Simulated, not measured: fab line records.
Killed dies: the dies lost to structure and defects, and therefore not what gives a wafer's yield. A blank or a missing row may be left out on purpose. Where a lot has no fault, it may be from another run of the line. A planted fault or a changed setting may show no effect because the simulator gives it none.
fab line records	flow sky130
[record] lots = 13	wafers = 39	last-day = 50
route steps=708 shown CAP2M@615 METAL4@630 VIA4@657 METAL5@664 PAD_OPEN@708
lots with no fault: from the same line, run without faults
start-h: start of the lot's first displayed wafer, in hours after the record's first day	wait-h: hours elapsed since this lot's preceding step	" as in the row above	L1.1+2: a row that stands for several wafers	- no value present, or no start provided	* or withheld: withheld	< > ~ a bound
route shown NAME@n: names a module that has steps shown in the file, with the first one's number in the route	usual: average and standard deviation across the fault-free wafers	same: alike in all rows	chamber/n: place in a boat	sites: readings site by site	_std_site: how widely they spread, as a standard deviation	_edge_site: inner sites' mean taken away from outer sites' mean	radius-mm: how far each site lies from the wafer's centre	mask NAME#n: copy n	behind: the tool/chamber that last shaped the wafer	hold: the reason the lot was held/the length of the hold in hours/how it ended	device: the transistor (n, p or np) that didn't switch	end of line: tests run on the same wafers once the route is complete	a step given without rows: its recipe and nothing more	killed: count of dies lost to structure and defects at first sort (not the wafer's yield)	map: shows each die of a wafer: x if killed, . if not, _ if none is there
set.NAME: the setting as run; set.NAME@STEP: as run at that earlier step	model.NAME: the simulator's own value behind a step, which no gauge read
a sample of lots followed through the steps of the route, with each step as a table and each wafer as a row
services: the hour from which a tool's chamber was out of use, counted from the record's first day as start-h (under 0 if before that day), plus the number of hours and why
[[steps]]
[step SKY_CAP2M_OVL_MEAS_12]
[usual] CAP2M_OVL = -0.5/1.2
lot.wafer	tool	chamber	start-h	wait-h	CAP2M_OVL[nm]
L649.4	overlay-02	-	959.35	0.1	-0.4
L649.5	"	-	"	"	-1.4
L649.6	"	-	"	"	-0.8
L650.4	overlay-01	-	960.99	0.1	-0.4
L650.5	"	-	"	"	-0.1
L650.6	"	-	"	"	-0.4
L652.1	overlay-02	-	972.23	0.1	-1.4
L652.2	"	-	"	"	-1.2
L652.3	"	-	"	"	-1.6
L653.1	overlay-02	-	978.92	0.1	0.2
L653.2	"	-	"	"	-0.3
L653.4	"	-	"	"	-0.5
L657.1	overlay-01	-	1007.19	0.1	-0.3
L657.3	"	-	"	"	-1.6
L657.6	"	-	"	"	-0.2
L660.1	overlay-01	-	1022.73	0.1	0.5
L660.2	"	-	"	"	-3.1
L660.6	"	-	"	"	0.1
L661.1	overlay-01	-	1034.94	0.1	-0.9
L661.3	"	-	"	"	-1.5
L661.5	"	-	"	"	1.1
L662.3	overlay-02	-	1036.83	0.1	-0.7
L662.5	"	-	"	"	0.8
L662.6	"	-	"	"	0.9
L664.2	overlay-01	-	1055.78	0.1	0.1
L664.4	"	-	"	"	-0.5
L664.6	"	-	"	"	-0.9
L666.1	overlay-01	-	1075.93	0.1	0.8
L666.2	"	-	"	"	1.3
L666.5	"	-	"	"	1.1
L667.1	overlay-01	-	1078.89	0.1	-1.8
L667.3	"	-	"	"	0.7
L667.4	"	-	"	"	-0.2
L669.1	overlay-01	-	1082.29	0.1	-0.2
L669.4	"	-	"	"	-0.7
L669.6	"	-	"	"	-0.6
L671.3	overlay-01	-	1109.13	0.1	-0.2
L671.4	"	-	"	"	-0.6
L671.5	"	-	"	"	-1.3
[step SKY_METAL4_OVL_MEAS_14]
[usual] METAL4_OVL = -4/6.5
lot.wafer	tool	chamber	start-h	wait-h	METAL4_OVL[nm]
L649.4	overlay-02	-	983.86	0.1	-5
L649.5	"	-	"	"	-6
L649.6	"	-	"	"	-5
L650.4	overlay-02	-	985.76	0.1	-8
L650.5	"	-	"	"	0
L650.6	"	-	"	"	-5
L652.1	overlay-01	-	997.24	0.1	2
L652.2	"	-	"	"	-13
L652.3	"	-	"	"	-1
L653.1	overlay-01	-	1003.47	0.1	-3
L653.2	"	-	"	"	-6
L653.4	"	-	"	"	-6
L657.1	overlay-02	-	1030.52	0.1	5
L657.3	"	-	"	"	-2
L657.6	"	-	"	"	-9
L660.1	overlay-02	-	1045.29	0.1	-6
L660.2	"	-	"	"	6
L660.6	"	-	"	"	-1
L661.1	overlay-02	-	1057.94	0.1	-13
L661.3	"	-	"	"	-12
L661.5	"	-	"	"	-11
L662.3	overlay-01	-	1059.87	0.1	3
L662.5	"	-	"	"	-2
L662.6	"	-	"	"	-8
L664.2	overlay-02	-	1078.00	0.1	-2
L664.4	"	-	"	"	3
L664.6	"	-	"	"	-1
L666.1	overlay-02	-	1097.35	0.1	-11
L666.2	"	-	"	"	-2
L666.5	"	-	"	"	-8
L667.1	overlay-01	-	1100.59	0.1	-11
L667.3	"	-	"	"	-2
L667.4	"	-	"	"	-12
L669.1	overlay-02	-	1103.52	0.1	-9
L669.4	"	-	"	"	-12
L669.6	"	-	"	"	-12
L671.3	overlay-01	-	1128.65	0.1	-7
L671.4	"	-	"	"	2
L671.5	"	-	"	"	-6
[step SKY_VIA4_CVD_18]
[recipe] material = W	target-thk-nm = 505	time-s = 152.14	temp-c = 400	pressure-torr = 40
[usual] heater-power-w = 859/17
lot.wafer	tool	chamber	start-h	wait-h	heater-power-w
L649.4	cvd-w-01	0	1009.82	0.1	875
L649.5	"	1	"	"	852
L649.6	"	0	"	"	860
L650.4	cvd-w-02	0	1010.91	0.1	858
L650.5	"	0	"	"	833
L650.6	"	1	"	"	874
L652.1	cvd-w-01	1	1021.83	0.0	844
L652.2	"	0	"	"	850
L652.3	"	1	"	"	834
L653.1	cvd-w-02	0	1028.60	0.0	859
L653.2	"	1	"	"	894
L653.4	"	0	"	"	866
L657.1	cvd-w-02	0	1054.96	0.0	859
L657.3	"	1	"	"	902
L657.6	"	1	"	"	886
L660.1	cvd-w-02	1	1069.06	0.0	871
L660.2	"	0	"	"	846
L660.6	"	0	"	"	846
L661.1	cvd-w-01	0	1081.79	0.0	864
L661.3	"	1	"	"	839
L661.5	"	0	"	"	865
L662.3	cvd-w-01	0	1083.50	0.1	859
L662.5	"	0	"	"	867
L662.6	"	1	"	"	846
L664.2	cvd-w-02	1	1100.84	0.0	906
L664.4	"	0	"	"	857
L664.6	"	1	"	"	874
L666.1	cvd-w-01	0	1119.20	0.0	867
L666.2	"	1	"	"	823
L666.5	"	1	"	"	834
L667.1	cvd-w-01	1	1122.76	0.0	834
L667.3	"	1	"	"	854
L667.4	"	0	"	"	873
L669.1	cvd-w-01	1	1126.46	0.0	863
L669.4	"	0	"	"	854
L669.6	"	0	"	"	859
L671.3	cvd-w-01	1	1148.95	0.1	857
L671.4	"	0	"	"	870
L671.5	"	1	"	"	840
[step SKY_METAL5_SPUTTER_03]
[recipe] material = Ti	target-thk-nm = 5	power-w = 3000	time-s = 3.3	chamber-pressure-pa = 0.4
[usual] cathode-dc-power-W = 3000.0/0.52	throttle-valve-pct = 30.0/1.5
lot.wafer	tool	chamber	start-h	wait-h	cathode-dc-power-W	throttle-valve-pct
L649.4	pvd-sputter-03	-	1010.50	0.0	3000.7	28.6
L649.5	"	-	"	"	2999.9	33.0
L649.6	"	-	"	"	2999.9	28.5
L650.4	pvd-sputter-03	-	1012.06	0.0	3000.0	32.8
L650.5	"	-	"	"	2999.8	28.5
L650.6	"	-	"	"	2998.4	28.3
L652.1	pvd-sputter-01	-	1022.56	0.0	2999.5	29.5
L652.2	"	-	"	"	3000.5	29.8
L652.3	"	-	"	"	2999.7	31.4
L653.1	pvd-sputter-01	-	1029.50	0.0	2999.8	28.8
L653.2	"	-	"	"	2999.6	29.9
L653.4	"	-	"	"	2999.7	31.5
L657.1	pvd-sputter-03	-	1055.69	0.0	2999.1	28.3
L657.3	"	-	"	"	3001.0	28.2
L657.6	"	-	"	"	2999.6	28.1
L660.1	pvd-sputter-03	-	1069.79	0.0	2999.4	30.5
L660.2	"	-	"	"	3000.5	33.0
L660.6	"	-	"	"	3000.9	32.9
L661.1	pvd-sputter-03	-	1082.52	0.0	3000.1	30.6
L661.3	"	-	"	"	2999.7	33.0
L661.5	"	-	"	"	3000.6	30.4
L662.3	pvd-sputter-01	-	1084.28	0.0	3000.5	31.4
L662.5	"	-	"	"	2919.2	29.2
L662.6	"	-	"	"	3000.0	31.5
L664.2	pvd-sputter-01	-	1101.57	0.0	2999.9	29.7
L664.4	"	-	"	"	3000.4	31.3
L664.6	"	-	"	"	2918.2	28.9
L666.1	pvd-sputter-02	-	1119.93	0.0	2999.3	29.4
L666.2	"	-	"	"	2999.4	28.7
L666.5	"	-	"	"	2999.4	28.5
L667.1	pvd-sputter-03	-	1123.49	0.0	2999.3	30.5
L667.3	"	-	"	"	3000.2	28.5
L667.4	"	-	"	"	3000.0	30.8
L669.1	pvd-sputter-02	-	1127.19	0.0	2999.4	30.9
L669.4	"	-	"	"	3001.0	29.6
L669.6	"	-	"	"	2999.9	30.9
L671.3	pvd-sputter-03	-	1151.45	0.0	3001.1	28.8
L671.4	"	-	"	"	2999.8	28.8
L671.5	"	-	"	"	2999.9	28.3
[step SKY_PAD_OPEN_PROBE_99]
[usual] defect-limited-yield = 82.5/1.8	killed_at_M0_to_M3 = 43/5.9	killed_at_M4_up = 3.3/1.9	killed-at-contacts = 24/5.6	killed-at-front-end = 15/4.1	killed-at-other = 0.4/0.66	killed-dies = 86/9	killed-open = 47/6.9	killed-short = 39/6.2	sort_bin_3_pad_short = 0.9/0.45	sort_bin_5_function = 10.3/1.4	sort_bin_6_memory = 6.3/1.2	sort-n-pass = 406/9	sort-yield-pct = 82.5/1.8
[same] gross-dies = 492	killed-at-back-side = 0	sort_bin_4_leakage[%] = 0	sort_bin_8_speed[%] = 0
lot.wafer	tool	chamber	start-h	wait-h	defect-limited-yield[%]	killed_at_M0_to_M3	killed_at_M4_up	killed-at-contacts	killed-at-front-end	killed-at-other	killed-dies	killed-open	killed-short	sort_bin_3_pad_short[%]	sort_bin_5_function[%]	sort_bin_6_memory[%]	sort-n-pass	sort-yield-pct[%]
L666.1	prober-02	-	1176.68	0.1	86.0	34	2	20	12	1	69	41	24	0.6	8.5	4.9	423	86.0
L666.2	prober-02	-	1176.73	0.1	83.1	38	8	21	16	0	83	45	36	0.8	11.0	5.1	409	83.1
L666.5	prober-02	-	1176.88	0.2	83.9	39	2	25	12	1	79	42	37	1.4	9.1	5.5	413	83.9
L669.1	prober-01	-	1183.57	0.1	79.9	55	3	31	10	0	99	55	44	0.4	12.2	7.5	393	79.9
L669.4	prober-01	-	1183.72	0.2	83.9	35	3	25	16	0	79	45	34	1.6	9.3	5.1	413	83.9
L669.6	prober-01	-	1183.82	0.2	82.9	50	2	18	14	0	84	46	38	0.8	10.8	5.5	408	82.9
L671.3	prober-01	-	1203.07	0.2	83.9	40	5	21	13	0	79	48	30	1.8	10.0	4.3	413	83.9
L671.4	prober-01	-	1203.12	0.2	83.3	41	7	16	18	0	82	50	30	1.2	10.2	5.3	410	83.3
L671.5	prober-01	-	1203.17	0.2	84.1	45	3	18	12	0	78	43	35	0.4	9.1	6.3	414	84.1
// killed by level:class
L666.1 VIA2:geometric-particle:open=8 CONTACT:geometric-particle:open=8 LI_CONTACT:geometric-particle:open=6 VIA1:geometric-particle:open=6 METAL2:geometric-particle:short=6 VIA3:geometric-particle:open=5 FIELD_ISO:geometric-particle:open=4 CONTACT:geometric-particle:short=4
L666.2 VIA2:geometric-particle:open=11 LI_CONTACT:geometric-particle:open=7 VIA1:geometric-particle:short=5 METAL2:geometric-particle:short=5 VIA3:geometric-particle:open=5 METAL4:geometric-particle:short=5 POLY_GATE:geometric-particle:open=4 POLY_GATE:geometric-particle:short=4
L666.5 CONTACT:geometric-particle:open=15 METAL1:geometric-particle:short=10 VIA1:geometric-particle:open=8 METAL2:geometric-particle:short=7 CONTACT:geometric-particle:short=4 VIA2:geometric-particle:open=4 VIA3:geometric-particle:short=4 POLY_GATE:geometric-particle:open=3
L669.1 VIA1:geometric-particle:open=15 LI_CONTACT:geometric-particle:open=9 CONTACT:geometric-particle:short=9 VIA3:geometric-particle:open=7 METAL1:geometric-particle:short=6 METAL2:geometric-particle:short=6 CONTACT:geometric-particle:open=5 VIA2:geometric-particle:open=5
L669.4 CONTACT:geometric-particle:open=13 VIA1:geometric-particle:open=10 VIA1:geometric-particle:short=7 VIA2:geometric-particle:open=7 FIELD_ISO:geometric-particle:short=5 LOCAL_INTERCONNECT:geometric-particle:short=5 FIELD_ISO:geometric-particle:open=4 LI_CONTACT:geometric-particle:open=4
L669.6 VIA1:geometric-particle:open=12 VIA3:geometric-particle:open=9 CONTACT:geometric-particle:open=7 METAL2:geometric-particle:short=7 VIA1:geometric-particle:short=7 FIELD_ISO:geometric-particle:short=5 VIA2:geometric-particle:open=5 METAL1:geometric-particle:short=5
L671.3 CONTACT:geometric-particle:open=11 VIA1:geometric-particle:open=10 LI_CONTACT:geometric-particle:open=6 VIA2:geometric-particle:open=6 VIA2:geometric-particle:short=6 FIELD_ISO:geometric-particle:open=4 VIA3:geometric-particle:open=4 FIELD_ISO:geometric-particle:short=3
L671.4 VIA1:geometric-particle:open=11 VIA3:geometric-particle:open=8 CONTACT:geometric-particle:open=6 FIELD_ISO:geometric-particle:open=5 LI_CONTACT:geometric-particle:open=5 VIA2:geometric-particle:open=5 FIELD_ISO:geometric-particle:short=4 POLY_GATE:geometric-particle:open=4
L671.5 VIA1:geometric-particle:open=11 CONTACT:geometric-particle:open=7 VIA1:geometric-particle:short=7 VIA2:geometric-particle:open=7 METAL2:geometric-particle:short=6 FIELD_ISO:geometric-particle:open=4 METAL1:geometric-particle:short=3 LI_CONTACT:geometric-particle:open=3
[[services]]
tool	chamber	start-h	hours	kind
pvd-sputter-03	-	994.27	2.5	repair
cvd-w-02	-	1014.34	1.5	repair
cvd-w-02	-	1037.16	1.9	repair
pvd-sputter-02	-	1037.95	4.3	repair
pvd-sputter-02	-	1047.86	3.3	repair
pvd-sputter-01	-	1069.94	6.5	repair
cvd-w-02	-	1079.15	6.0	pm
cvd-w-01	-	1098.57	2.3	repair
pvd-sputter-01	-	1108.21	7.3	repair
pvd-sputter-03	-	1109.31	2.0	repair
pvd-sputter-02	-	1129.17	5.9	repair
pvd-sputter-02	-	1133.24	4.1	repair
cvd-w-02	-	1134.70	6.9	pm
cvd-w-02	0	1145.30	4.9	repair
[[key]]
[first-sign] step = SKY_METAL5_SPUTTER_03	reading = cathode-dc-power-W	direction = down	sigmas = 99+	usual = 3000.0	struck = 2918.7
effect none on later readings
met-at SKY_METAL5_SPUTTER_03
struck-lots L662,L664
struck-wafers L662.5,L664.6
not-acting-at SKY_CAP2M_OVL_MEAS_12,SKY_METAL4_OVL_MEAS_14,SKY_VIA4_CVD_18
onset-between 1029.50 1084.28
[fault] kind = process-parameter-drift	tool = pvd-sputter-01	chamber = -	onset-h = 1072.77	steps = SKY_METAL5_SPUTTER_03	channel = power-w	offset = *	shape = step	end-h = 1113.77	acts-in = *	stated = *	scope = struck-wafers-only
